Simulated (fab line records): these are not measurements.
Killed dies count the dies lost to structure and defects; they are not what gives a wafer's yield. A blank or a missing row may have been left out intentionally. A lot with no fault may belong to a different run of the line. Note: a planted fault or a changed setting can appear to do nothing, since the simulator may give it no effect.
Matching of chambers + flow gf180mcu + GF_MIM_CVD_05 on pecvd-04 has 3 sister chambers
The step deposits Si3N4, target thk 42 nm, time 29.086 s. 6 wafers are shown with their chamber, then 7 later ones without.

== EACH WAFER AND ITS CHAMBER ==
| wafer  | chamber | heater_power_w (W) |
|--------|---------|--------------------|
| L725.4 | 0       | 594                |
| L727.4 | 2       | 688                |
| L727.6 | 1       | 707                |
| L728.1 | 2       | 672                |
| L728.4 | 1       | 706                |
| L728.5 | 0       | 677                |

== WAFERS WITHOUT THEIR CHAMBER ==
| wafer  | heater_power_w (W) |
|--------|--------------------|
| L731.1 | 649                |
| L731.2 | 665                |
| L733.4 | 666                |
| L733.5 | 661                |
| L744.2 | 719                |
| L744.3 | 623                |
| L744.6 | 708                |

== EACH ONE'S CHAMBER ==
| wafer  | from the rows above          | in truth |
|--------|------------------------------|----------|
| L731.1 | can't be placed: 0 or 2 or 1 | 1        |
| L731.2 | can't be placed: 2 or 0 or 1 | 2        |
| L733.4 | can't be placed: 2 or 0 or 1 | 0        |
| L733.5 | can't be placed: 2 or 0 or 1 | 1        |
| L744.2 | can't be placed: 1 or 2      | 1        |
| L744.3 | can't be placed: 0 or 2      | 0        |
| L744.6 | can't be placed: 1 or 2      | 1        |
Correctly placed: 0 of 7. From these rows, 7 cannot be placed; in 7 the true chamber is one of the candidates. Placed wrongly: 0.
How it was worked out, from the rows above alone: a wafer's distance from a chamber is the root of the sum, over the readings, of the square of ((its reading less the chamber's mean) divided by the reading's scatter). The wafer belongs to the nearest chamber; if the next one is less than 2 further off, it can't be placed. For every chamber, the mean is computed from those of its wafers that are shown. The scatter: the root of (the sum of the squares of (reading less its chamber's mean) over the shown wafers, divided by (wafers less chambers)).
